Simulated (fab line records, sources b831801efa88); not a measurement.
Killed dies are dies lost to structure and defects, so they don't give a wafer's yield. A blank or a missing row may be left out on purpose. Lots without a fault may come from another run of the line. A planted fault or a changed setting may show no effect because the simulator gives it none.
Which tool did it? | flow sky130 | 12 lots, 34 wafers sampled, at 3 steps of a route of 708

WHAT THE GAUGES READ, wafer by wafer
SKY_CONTACT_BOW_MEAS_05.
lot  | measured     | on            | CONTACT_BOW (um)
L723 | day 30 00:38 | film_metro-01 | 85 74 82
L726 | day 31 01:53 | film_metro-04 | 75 85 90
L727 | day 31 11:52 | film_metro-04 | 74 75 78
L728 | day 32 04:19 | film_metro-03 | 86 69 76
L731 | day 33 04:13 | film_metro-04 | 81 93 82
L729 | day 33 07:36 | film_metro-03 | 71 81 76
L730 | day 33 10:42 | film_metro-03 | 80 98 84
L733 | day 33 23:25 | film_metro-03 | 69 84 98
L735 | day 34 14:42 | film_metro-01 | 76 66 90
L740 | day 36 01:07 | film_metro-04 | 83 91
L744 | day 37 09:30 | film_metro-04 | 86 84
L746 | day 37 13:34 | film_metro-01 | 83 91 77

SKY_METAL1_CD_MEAS_15: target cd 140 nm.
lot  | measured     | on        | cd_nm (nm)
L723 | day 32 10:47 | cd_sem-02 | 139.7 140.1 139.8
L726 | day 33 10:17 | cd_sem-02 | 139.5 141.1 140.6
L727 | day 33 20:01 | cd_sem-01 | 139.2 139.5 139.2
L728 | day 34 12:28 | cd_sem-01 | 138.1 138.9 138.4
L731 | day 35 14:23 | cd_sem-01 | 139.5 140.7 141.6
L729 | day 35 14:46 | cd_sem-01 | 140.1 139.3 140.3
L730 | day 35 18:10 | cd_sem-01 | 139.7 138.7 138.1
L733 | day 36 04:55 | cd_sem-01 | 144.4 143.5 141.4
L735 | day 36 20:54 | cd_sem-02 | 139.2 139.2 140.5
L740 | day 38 06:08 | cd_sem-01 | 142.8 142.1
L744 | day 39 13:34 | cd_sem-01 | 140.4 138.5
L746 | day 39 17:11 | cd_sem-01 | 141.2 141.5 142.3

WHICH TOOL RAN EACH LOT (tool, then ch and the chambers of the sampled wafers, then the start)
lot  | SKY_METAL1_COAT_09
L723 | litho_track-03 ch 0, day 31 21:11
L726 | litho_track-03 ch 0, day 32 21:04
L727 | litho_track-02 ch 0, day 33 06:43
L728 | litho_track-01 ch 0, day 33 22:58
L731 | litho_track-01 ch 0, day 34 21:47
L729 | litho_track-02 ch 0, day 35 00:49
L730 | litho_track-01 ch 0, day 35 04:49
L733 | litho_track-02 ch 0, day 35 16:07
L735 | litho_track-03 ch 0, day 36 07:49
L740 | litho_track-03 ch 0, day 37 16:56
L744 | litho_track-03 ch 0, day 39 01:23
L746 | litho_track-02 ch 0, day 39 04:55
- SKY_METAL1_COAT_09: resist thk 60 nm.

WHAT THE TOOLS THEMSELVES READ (means of the sampled wafers that have a number; where no wafer has one, the mark that the record gives instead)
The record holds no such reading with a usual standard deviation.

THE ANSWER, worked out from the rows above alone
Rule: what is usual is taken from the lots themselves. Put in order of their means at a reading, lots are off if they are a third of the lots or fewer, leave a main group of 4 or more, and stand apart from it by a gap of 3 or more times the standard deviation of the main group's means; of several such gaps the widest counts. A main group whose means are all the same, to the digits that the tables above print for the reading, isn't used. A lot without any number at a reading at which 4 lots or more have one is off too. The other lots that the step has rows for count as sound. The gauges are gone through in route order, then the tools' own readings, and for those a lot's mean is taken as printed above. The first step at which some lot is off is used, and at that step the reading that is off furthest; a lot without a number counts as furthest.
No lot is off at any reading shown: from this, nothing can be told.

WHAT THE SIMULATOR HAD PUT IN
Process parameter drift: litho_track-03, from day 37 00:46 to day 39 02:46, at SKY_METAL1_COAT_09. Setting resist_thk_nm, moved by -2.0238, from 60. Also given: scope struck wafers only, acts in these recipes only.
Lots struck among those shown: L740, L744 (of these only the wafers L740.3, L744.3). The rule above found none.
